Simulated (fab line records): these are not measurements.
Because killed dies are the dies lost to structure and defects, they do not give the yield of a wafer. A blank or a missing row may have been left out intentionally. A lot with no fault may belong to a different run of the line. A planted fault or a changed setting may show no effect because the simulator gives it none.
The same fault as seen by 2 desks / flow gf180mcu / only its own numbers are on each desk; what lay behind them is given at the end

AT THE TOOL OWNER'S DESK: implanter-03
The tool's own readings at GF_HV_LDD_IMPLANT_34, given as means over the sampled wafers that have a number, one for each lot that went through this tool. The brackets show how far a lot's mean lies from the usual mean; more than 4 standard deviations puts the lot out of limits, marked OUT.
Columns: A = beam energy keV at GF_HV_LDD_IMPLANT_34, usual 60.000; B = rotation deg at GF_HV_LDD_IMPLANT_34, usual 90.000 degrees; C = tilt deg at GF_HV_LDD_IMPLANT_34, usual 29.999 degrees
lot=L153; first seen here=day 12 11:41; A=60.002; B=90.022; C=30.000
lot=L163; first seen here=day 15 19:46; A=60.002; B=89.975; C=-0.018 (-99 or more) OUT
lot=L164; first seen here=day 16 04:58; A=59.979; B=90.023; C=-0.018 (-99 or more) OUT
lot=L173; first seen here=day 19 12:29; A=60.019; B=89.984; C=30.004
Finding of this desk: L163, L164 out of limits; the first was L163 at day 15 19:46, on tilt deg at GF_HV_LDD_IMPLANT_34. L153, L173 stayed within limits.

THE METROLOGY DESK
Means of the sampled wafers that have a number, per lot and without regard to the tool the lot ran on: this is what the gauges read. The brackets show how far a lot's mean lies from the usual mean; more than 4 standard deviations puts the lot out of limits, marked OUT.
Columns: A = POLY_GATE_OVL at GF_POLY_GATE_OVL_MEAS_11, usual 3 nm; B = POLY_GATE_OXIDATION_THK at GF_POLY_GATE_THK_MEAS_17, usual 3.96 nm; C = HV_LDD_02_OVL at GF_HV_LDD_OVL_MEAS_32, usual 1.0 nm; D = HV_LDD_3_TW at GF_HV_LDD_TW_MEAS_38, usual 1444; E = HV_LDD_RS at GF_HV_LDD_RS_MEAS_53, usual 418.4 ohm/sq
lot=L151; first seen here=day 9 15:45; A=-5; B=4.03; C=1.2; D=1437; E=418.7
lot=L152; first seen here=day 9 17:06; A=9; B=4.02; C=1.0; D=1449; E=417.1
lot=L153; first seen here=day 10 01:40; A=10; B=4.05; C=2.7; D=1444; E=416.7
lot=L154; first seen here=day 10 11:06; A=-1; B=4.01; C=1.3; D=1438; E=418.9
lot=L157; first seen here=day 11 06:39; A=4; B=3.89; C=3.8; D=1447; E=418.0
lot=L162; first seen here=day 12 21:34; A=6; B=4.00; C=0.8; D=1443; E=418.6
lot=L163; first seen here=day 13 02:43; A=3; B=3.98; C=-0.7; D=1410 (-5.1) OUT; E=372.9 (-45) OUT
lot=L164; first seen here=day 13 08:30; A=1; B=3.94; C=-1.1; D=1409 (-5.3) OUT; E=374.2 (-44) OUT
lot=L166; first seen here=day 13 18:51; A=9; B=4.08; C=2.7; D=1442; E=418.3
lot=L168; first seen here=day 14 13:54; A=-0; B=4.01; C=-1.8; D=1442; E=417.4
lot=L171; first seen here=day 15 18:17; A=6; B=3.94; C=1.8; D=1444; E=418.4
lot=L172; first seen here=day 16 03:40; A=6; B=3.87; C=1.9; D=1431; E=418.6
lot=L173; first seen here=day 16 11:07; A=4; B=3.89; C=-1.2; D=1435; E=418.1
Per this desk, out of limits: L163, L164; the first was L163, day 15 20:17 (HV_LDD_3_TW at GF_HV_LDD_TW_MEAS_38). L151, L152, L153, L154, L157, L162, L166, L168, L171, L172, L173 stayed within limits.

BROUGHT TOGETHER
At day 15 19:46, on L163, L164, the tool owner's desk was in a position to raise an alarm.
L163, L164 would have let the metrology desk raise an alarm at day 15 20:17.
GF_HV_LDD_IMPLANT_34 was run on implanter-03 by each of the lots named.

WHAT THE SIMULATOR HAD PUT IN
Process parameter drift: implanter-03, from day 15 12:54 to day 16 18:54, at GF_HV_LDD_IMPLANT_34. The setting tilt deg was moved by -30, starting from 30. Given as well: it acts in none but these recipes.
Struck lots among those shown: L163, L164.
Time in hours from fault onset to the first out-of-limits reading at each desk: tool owner's desk 7, metrology desk 7.
